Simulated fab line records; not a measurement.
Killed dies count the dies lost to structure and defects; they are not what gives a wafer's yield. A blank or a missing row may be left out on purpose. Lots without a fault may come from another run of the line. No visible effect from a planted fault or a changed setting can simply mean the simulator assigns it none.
What tool caused it? | flow gf180mcu | 12 lots with 36 wafers sampled at 2 steps, on a route of 602 steps

== WHAT THE GAUGES SHOWED, per wafer ==
GF_M5_OVL_MEAS_08. Usual: M5_OVL -4 nm, standard deviation 4.8.
lot  | measured     | on         | M5_OVL (nm) | flag
L555 | day 25 23:21 | overlay-01 | -3 -6 -1    |
L556 | day 26 11:50 | overlay-01 | -11 -6 -8   |
L557 | day 27 01:44 | overlay-02 | -15 -5 -6   |
L559 | day 28 11:21 | overlay-02 | 2 -2 -1     |
L564 | day 28 19:59 | overlay-02 | -7 -2 -6    |
L566 | day 29 23:35 | overlay-02 | -2 1 -11    |
L568 | day 30 13:59 | overlay-01 | 3 -2 -3     |
L571 | day 31 11:11 | overlay-01 | 4 7 -3      |
L574 | day 32 01:47 | overlay-02 | -3 -1 -5    |
L575 | day 32 08:50 | overlay-01 | -3 -6 -1    |
L577 | day 32 20:08 | overlay-02 | -9 -2 -5    |
L578 | day 33 02:50 | overlay-02 | -1 -1 10    |

== EACH LOT AND THE TOOL THAT RAN IT (in order: tool; ch and the chambers of the sampled wafers; start) ==
lot  | GF_M3_METAL_ETCH_16
L555 | rie_metal-02 ch 0,1, day 21 00:03
L556 | rie_metal-02 ch 0,1, day 21 13:57
L557 | rie_metal-03 ch 0, day 22 05:58
L559 | rie_metal-02 ch 1, day 22 21:07
L564 | rie_metal-02 ch 0,1, day 24 14:03
L566 | rie_metal-02 ch 0,1, day 25 07:37
L568 | rie_metal-02 ch 0,1, day 25 23:08
L571 | rie_metal-03 ch 0, day 27 01:25
L574 | rie_metal-03 ch 0, day 28 11:54
L575 | rie_metal-04 ch 0, day 28 15:42
L577 | rie_metal-04 ch 0,1, day 28 23:38
L578 | rie_metal-03 ch 0, day 29 03:43
- GF_M3_METAL_ETCH_16: etches the open film in Cl2/BCl3, stops on SiO2, target depth 627.5 nm, time 104.6 s.

== AS READ BY THE TOOLS THEMSELVES (means over the sampled wafers that have a number; for cases with no such wafer, the mark the record gives instead) ==
GF_M3_METAL_ETCH_16. Usual: bcl3_flow_sccm 40.01 sccm, standard deviation 0.13; drypump_motor_current_A 5.7 A, standard deviation 0.44; oes_product_au 0.971 a.u., standard deviation 0.0074; rf_fwd_power_W 795 W, standard deviation 3; throttle_valve_pct 28.251 %, standard deviation 0.011.
lot  | tool         | bcl3_flow_sccm (sccm) | drypump_motor_current_A (A) | oes_product_au (a.u.) | rf_fwd_power_W (W) | throttle_valve_pct (%) | flag
L555 | rie_metal-02 | 39.99                 | 5.8                         | 0.976                 | 797                | 28.252                 |
L556 | rie_metal-02 | 40.16                 | 5.8                         | 0.968                 | 797                | 28.264                 |
L557 | rie_metal-03 | 39.95                 | 6.0                         | 0.973                 | 791                | 28.244                 |
L559 | rie_metal-02 | 39.87                 | 6.1                         | 0.970                 | 795                | 28.237                 |
L564 | rie_metal-02 | 40.00                 | 5.5                         | 0.977                 | 797                | 28.251                 |
L566 | rie_metal-02 | 39.80                 | 5.8                         | 0.966                 | 794                | 28.248                 |
L568 | rie_metal-02 | 40.02                 | 5.9                         | 0.974                 | 796                | 28.262                 |
L571 | rie_metal-03 | 39.92                 | 6.0                         | 0.976                 | 794                | 28.244                 |
L574 | rie_metal-03 | 40.01                 | 6.0                         | 0.978                 | 792                | 28.239                 |
L575 | rie_metal-04 | 39.89                 | 4.9                         | 0.969                 | 794                | 28.244                 |
L577 | rie_metal-04 | 40.02                 | 5.5                         | 0.975                 | 796                | 28.244                 |
L578 | rie_metal-03 | 40.09                 | 6.0                         | 0.977                 | 795                | 28.251                 |

== THE ANSWER, worked out from the rows above alone ==
Rule: lot off if the mean of its wafers having a number is beyond 3 standard deviations from the usual mean. Also off: a lot with no number at a reading for which 4 or more lots have one. The other lots that the step has rows for count as sound. Order of review: gauges by route order, followed by the tools' own readings, for which a lot's mean as printed above is used. The first step at which some lot is off is used, and at that step the reading that is off furthest; a lot without a number counts as furthest.
Across all readings shown, no lot is off: no conclusion can be drawn from this.

== WHAT THE SIMULATOR PUT IN ==
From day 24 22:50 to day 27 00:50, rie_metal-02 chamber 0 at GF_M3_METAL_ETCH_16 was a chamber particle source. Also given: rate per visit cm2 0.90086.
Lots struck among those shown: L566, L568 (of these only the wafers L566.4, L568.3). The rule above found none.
